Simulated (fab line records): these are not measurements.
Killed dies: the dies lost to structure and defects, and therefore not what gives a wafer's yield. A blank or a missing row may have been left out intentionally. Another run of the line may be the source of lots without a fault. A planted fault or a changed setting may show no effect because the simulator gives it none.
fab line records	flow sfqLine
[record] lots = 16	wafers = 48	lastDay = 97
route steps=325 shown C5@246 I6@267 I7@303
lots with no fault: from the same line, run without faults
startH: hours from the record's opening day to when the first of the lot's shown wafers began	waitH: how many hours have passed since the lot's step before this one	" repeats the value in the row above	L1.1+2: several wafers, shown together as one row	- no value, or no start was given	* or withheld: withheld	< > ~ a bound
route shown NAME@n: a module of which the file shows steps, and the number in the route of the first	usual: mean/standard deviation of fault-free wafers	same: alike in all rows	chamber/n: place in a boat	sites: readings site by site	_std_site: standard deviation across them	_edge_site: the outer-site mean with the inner-site mean subtracted	radiusMm: for every site, how far away it sits from the centre of the wafer	mask NAME#n: copy n	behind: the last tool/chamber to shape the wafer	hold: cause of the lot's hold/its duration in hours/its outcome	device: which transistor (n, p or np) failed to switch	end of line: tests of these same wafers at the route's end	where a step has no rows: the recipe by itself	killed: at the first sort, the dies lost to defects and structure; wafer yield is something else	map: a wafer's dies, x killed, . not, _ none there
set.NAME: setting as actually run; set.NAME@STEP: the setting as run at that earlier step	model.NAME: the simulator's own value behind a step, which no gauge read
one table for each step of the route and one row for each wafer, over a sample of lots
services: when a tool's chamber went out of use (startH, in hours from the record's first day, below 0 if earlier), for how many hours, and the reason
[[steps]]
[step SFQ_C5_OVL_MEAS_937]
[usual] C5_OVL = 0/5.1
lot.wafer	tool	chamber	startH	waitH	C5_OVL[nm]
L690.1	overlay-02	-	1822.64	0.1	17
L690.2	"	-	"	"	10
L690.5	"	-	"	"	13
L691.1	overlay-02	-	1823.84	0.1	3
L691.2	"	-	"	"	5
L691.5	"	-	"	"	5
L692.1	overlay-01	-	1831.56	0.1	4
L692.5	"	-	"	"	5
L692.6	"	-	"	"	0
L693.2	overlay-01	-	1832.76	0.1	-4
L693.3	"	-	"	"	1
L693.6	"	-	"	"	0
L694.3	overlay-01	-	1836.37	0.1	6
L694.4	"	-	"	"	4
L694.6	"	-	"	"	2
L697.3	overlay-01	-	1862.73	0.1	8
L697.4	"	-	"	"	1
L697.6	"	-	"	"	5
L699.1	overlay-02	-	1873.52	0.1	0
L699.2	"	-	"	"	3
L699.3	"	-	"	"	-2
L700.3	overlay-02	-	1885.60	0.1	1
L700.5	"	-	"	"	1
L700.6	"	-	"	"	2
L701.3	overlay-02	-	1895.98	0.1	1
L701.4	"	-	"	"	-2
L701.5	"	-	"	"	-3
L702.1	overlay-02	-	1898.37	0.1	2
L702.2	"	-	"	"	-1
L702.4	"	-	"	"	-6
L705.2	overlay-01	-	1929.93	0.1	3
L705.3	"	-	"	"	-6
L705.4	"	-	"	"	-3
L706.3	overlay-01	-	1938.33	0.1	4
L706.5	"	-	"	"	-3
L706.6	"	-	"	"	-2
L707.3	overlay-01	-	1941.93	0.1	-11
L707.4	"	-	"	"	-2
L707.5	"	-	"	"	-6
L709.2	overlay-01	-	1959.47	0.1	-2
L709.5	"	-	"	"	-11
L709.6	"	-	"	"	-7
L710.3	overlay-01	-	2008.80	0.1	-6
L710.4	"	-	"	"	-6
L710.5	"	-	"	"	-8
L713.1	overlay-02	-	2043.84	0.1	-4
L713.4	"	-	"	"	1
L713.6	"	-	"	"	3
[step SFQ_TRILAYER_I6_CMP_CMP_166]
[recipe] material = SiO2	downForcePsi = 3	platenRpm = 60	padVelocityMS = 0.94248
[usual] motorCurrentA = 10.5/1	timeToEndpointS = 213/6
lot.wafer	tool	chamber	startH	waitH	motorCurrentA	timeToEndpointS
L690.1	cmp-02	1	1843.72	5.1	10.2	208
L690.2	"	0	1845.22	6.6	9.0	218
L690.5	"	1	"	"	10.1	220
L691.1	cmp-02	2	1847.22	6.2	10.5	205
L691.2	"	3	"	"	12.3	208
L691.5	"	1	1848.72	7.7	9.8	212
L692.1	cmp-02	3	1850.72	7.2	13.0	211
L692.5	"	1	1851.72	8.1	9.8	217
L692.6	"	2	"	"	10.0	214
L693.2	cmp-01	0	1851.70	7.1	9.9	218
L693.3	"	2	1852.70	8.1	12.3	217
L693.6	"	0	1853.70	9.1	9.9	225
L694.3	cmp-01	1	1857.70	11.9	10.6	218
L694.4	"	0	1859.20	13.4	10.0	218
L694.6	"	2	1860.20	14.3	12.5	211
L697.4	cmp-01	3	1876.70	9.3	10.0	215
L697.3	"	0	"	"	10.1	208
L697.6	"	1	"	"	10.4	206
L699.1	cmp-02	1	1881.32	2.8	10.4	206
L699.2	"	2	"	"	10.5	207
L699.3	"	3	"	"	12.6	209
L700.3	cmp-01	2	1891.87	1.8	11.9	204
L700.6	"	1	1893.37	3.3	11.3	223
L700.5	"	2	"	"	12.0	214
L701.4	cmp-02	2	1902.45	0.0	10.5	221
L701.3	"	3	"	"	12.2	219
L701.5	"	2	1904.45	2.0	10.4	227
L702.2	cmp-01	2	1904.83	0.0	11.8	207
L702.1	"	3	"	"	9.9	211
L702.4	"	1	1906.33	1.5	10.7	221
L705.3	cmp-02	1	1938.19	0.0	10.4	206
L705.2	"	2	"	"	9.9	208
L705.4	"	0	1939.69	1.5	9.2	218
L706.3	cmp-02	0	1950.19	1.2	8.6	196
L706.5	"	0	1952.19	3.2	9.2	211
L706.6	"	1	"	"	10.3	208
L707.3	cmp-01	0	1966.02	0.7	9.8	208
L707.4	"	1	"	"	10.5	217
L707.5	"	3	1967.52	2.2	10.0	215
L709.2	cmp-01	0	1970.02	1.9	9.9	209
L709.6	"	1	"	"	10.2	212
L709.5	"	2	"	"	11.9	221
L710.3	cmp-02	1	2013.51	0.0	10.9	212
L710.4	"	2	"	"	10.5	216
L710.5	"	2	2016.01	2.5	10.3	220
L713.4	cmp-01	1	2052.12	1.0	10.8	226
L713.1	"	2	"	"	11.3	214
L713.6	"	3	"	"	10.1	217
[step SFQ_I6_BOW_MEAS_941]
[recipe] mode = bow
[usual] I6_BOW = 8/11
lot.wafer	tool	chamber	startH	waitH	I6_BOW[um]
L690.1	filmMetro-03	-	1846.72	2.5	2
L690.2	"	-	"	"	18
L690.5	"	-	"	"	4
L691.1	filmMetro-01	-	1849.72	2.0	2
L691.2	"	-	"	"	-1
L691.5	"	-	"	"	6
L692.1	filmMetro-01	-	1852.72	1.5	18
L692.5	"	-	"	"	10
L692.6	"	-	"	"	7
L693.2	filmMetro-03	-	1854.72	2.5	9
L693.3	"	-	"	"	-3
L693.6	"	-	"	"	-3
L694.3	filmMetro-01	-	1860.74	2.5	0
L694.4	"	-	"	"	1
L694.6	"	-	"	"	-1
L697.3	filmMetro-03	-	1878.74	1.0	20
L697.4	"	-	"	"	13
L697.6	"	-	"	"	12
L699.1	filmMetro-03	-	1883.82	2.0	28
L699.2	"	-	"	"	19
L699.3	"	-	"	"	8
L700.3	filmMetro-03	-	1894.41	2.0	-6
L700.5	"	-	"	"	-6
L700.6	"	-	"	"	-10
L701.3	filmMetro-02	-	1905.49	2.0	2
L701.4	"	-	"	"	13
L701.5	"	-	"	"	4
L702.1	filmMetro-01	-	1907.83	2.0	-6
L702.2	"	-	"	"	-6
L702.4	"	-	"	"	-4
L705.2	filmMetro-03	-	1941.21	2.0	22
L705.3	"	-	"	"	17
L705.4	"	-	"	"	15
L706.3	filmMetro-01	-	1953.23	2.5	6
L706.5	"	-	"	"	10
L706.6	"	-	"	"	0
L707.3	filmMetro-01	-	1968.56	2.0	9
L707.4	"	-	"	"	12
L707.5	"	-	"	"	9
L709.2	filmMetro-02	-	1971.54	1.0	11
L709.5	"	-	"	"	-6
L709.6	"	-	"	"	1
L710.3	filmMetro-02	-	2016.55	2.5	23
L710.4	"	-	"	"	18
L710.5	"	-	"	"	13
L713.1	filmMetro-02	-	2054.12	1.0	4
L713.4	"	-	"	"	-2
L713.6	"	-	"	"	13
[step SFQ_TRILAYER_I7_VIA_LITHO_EXPOSE_188]
[recipe] maskId = I7	na = 0.6	sourceShape = conventional	sigmaOuter = 0.65	targetCdNm = 1000	doseMj = 21.3
[usual] exposureDoseMJCm2 = 21.302/0.021	reticleTempC = 22.98/0.098
lot.wafer	tool	chamber	startH	waitH	mask	exposureDoseMJCm2	reticleTempC
L690.1	krfScanner-02	0	2052.89	-	I7#0	21.325	23.14
L690.2	"	0	"	"	I7#0	21.298	23.09
L690.5	"	0	"	"	I7#0	21.320	22.99
L691.1	krfScanner-02	0	2058.89	-	I7#0	21.318	23.00
L691.2	"	0	"	"	I7#0	21.288	22.88
L691.5	"	0	"	"	I7#0	21.304	23.08
L692.1	krfScanner-02	0	2061.29	-	I7#0	21.308	22.96
L692.5	"	0	"	"	I7#0	21.310	23.00
L692.6	"	0	"	"	I7#0	21.319	23.00
L693.2	krfScanner-02	0	2068.69	-	I7#0	21.309	22.95
L693.3	"	0	"	"	I7#0	21.300	22.92
L693.6	"	0	"	"	I7#0	21.291	22.94
L694.3	krfScanner-01	0	2075.14	-	I7#0	21.290	22.99
L694.4	"	0	"	"	I7#0	21.266	22.86
L694.6	"	0	"	"	I7#0	21.285	22.93
L697.3	krfScanner-01	0	2094.34	-	I7#0	21.290	22.85
L697.4	"	0	"	"	I7#0	21.318	22.78
L697.6	"	0	"	"	I7#0	21.320	22.86
L699.1	krfScanner-02	0	2100.94	-	I7#0	15.531	22.87
L699.2	"	0	"	"	I7#0	15.533	22.91
L699.3	"	0	"	"	I7#0	15.534	22.92
L700.3	krfScanner-02	0	2109.74	-	I7#0	15.539	23.20
L700.5	"	0	"	"	I7#0	15.577	22.94
L700.6	"	0	"	"	I7#0	15.528	23.07
L701.3	krfScanner-02	0	2114.54	-	I7#0	15.570	22.88
L701.4	"	0	"	"	I7#0	15.556	22.89
L701.5	"	0	"	"	I7#0	15.537	22.95
L702.1	krfScanner-02	0	2117.74	-	I7#0	15.567	22.96
L702.2	"	0	"	"	I7#0	15.555	23.00
L702.4	"	0	"	"	I7#0	15.572	22.81
L705.2	krfScanner-01	0	2156.12	-	I7#0	21.265	23.06
L705.3	"	0	"	"	I7#0	21.301	23.01
L705.4	"	0	"	"	I7#0	21.318	23.09
L706.3	krfScanner-01	0	2163.52	-	I7#0	21.303	22.79
L706.5	"	0	"	"	I7#0	21.319	23.00
L706.6	"	0	"	"	I7#0	21.304	22.98
L707.3	krfScanner-01	0	2169.52	-	I7#0	21.296	23.12
L707.4	"	0	"	"	I7#0	21.301	22.85
L707.5	"	0	"	"	I7#0	21.302	22.85
L709.2	krfScanner-01	0	2178.13	-	I7#0	21.301	23.03
L709.5	"	0	"	"	I7#0	21.300	22.96
L709.6	"	0	"	"	I7#0	21.269	22.90
L710.3	krfScanner-01	0	2220.33	-	I7#0	21.277	23.10
L710.4	"	0	"	"	I7#0	21.297	22.88
L710.5	"	0	"	"	I7#0	21.283	22.92
L713.1	krfScanner-01	0	2250.35	-	I7#0	21.307	23.11
L713.4	"	0	"	"	I7#0	21.316	23.03
L713.6	"	0	"	"	I7#0	21.337	23.05
[[services]]
tool	chamber	startH	hours	kind
krfScanner-02	-	1823.54	4.0	pm
krfScanner-02	-	1827.56	1.3	pm
krfScanner-01	-	1838.07	0.8	pm
cmp-02	-	1852.72	11.1	pm
cmp-02	-	1863.83	7.3	pm
cmp-02	-	1870.08	1.7	repair
krfScanner-02	-	1903.46	0.8	pm
cmp-02	-	1909.46	0.3	repair
cmp-01	-	1938.88	4.0	pm
cmp-01	-	1945.30	1.0	repair
krfScanner-01	-	1946.82	1.0	pm
krfScanner-01	-	1950.22	1.3	pm
cmp-02	-	1970.58	1.1	repair
krfScanner-02	-	1977.45	1.0	pm
krfScanner-02	-	2004.34	1.3	pm
krfScanner-01	-	2007.16	0.8	pm
cmp-01	-	2081.54	0.9	repair
krfScanner-01	-	2095.14	3.6	pm
krfScanner-01	-	2110.69	4.6	repair
cmp-02	-	2114.65	4.0	pm
krfScanner-01	-	2116.48	1.0	pm
krfScanner-02	-	2120.14	4.4	pm
krfScanner-01	-	2125.88	1.3	pm
cmp-01	-	2129.10	6.5	pm
[[key]]
[firstSign] step = SFQ_TRILAYER_I7_VIA_LITHO_EXPOSE_188	reading = exposureDoseMJCm2	direction = down	sigmas = 99+	usual = 21.302	struck = 15.550
effect none on later readings
metAt SFQ_TRILAYER_I7_VIA_LITHO_EXPOSE_188
struckLots L699,L700,L701,L702
notActingAt SFQ_C5_OVL_MEAS_937,SFQ_TRILAYER_I6_CMP_CMP_166,SFQ_I6_BOW_MEAS_941
onsetBetween 2068.69 2100.94
[fault] kind = processParameterDrift	tool = krfScanner-02	chamber = -	onsetH = 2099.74	steps = SFQ_TRILAYER_I7_VIA_LITHO_EXPOSE_188	channel = doseMj	offset = -5.748	shape = step	actsIn = theseRecipesOnly	stated = 21.3
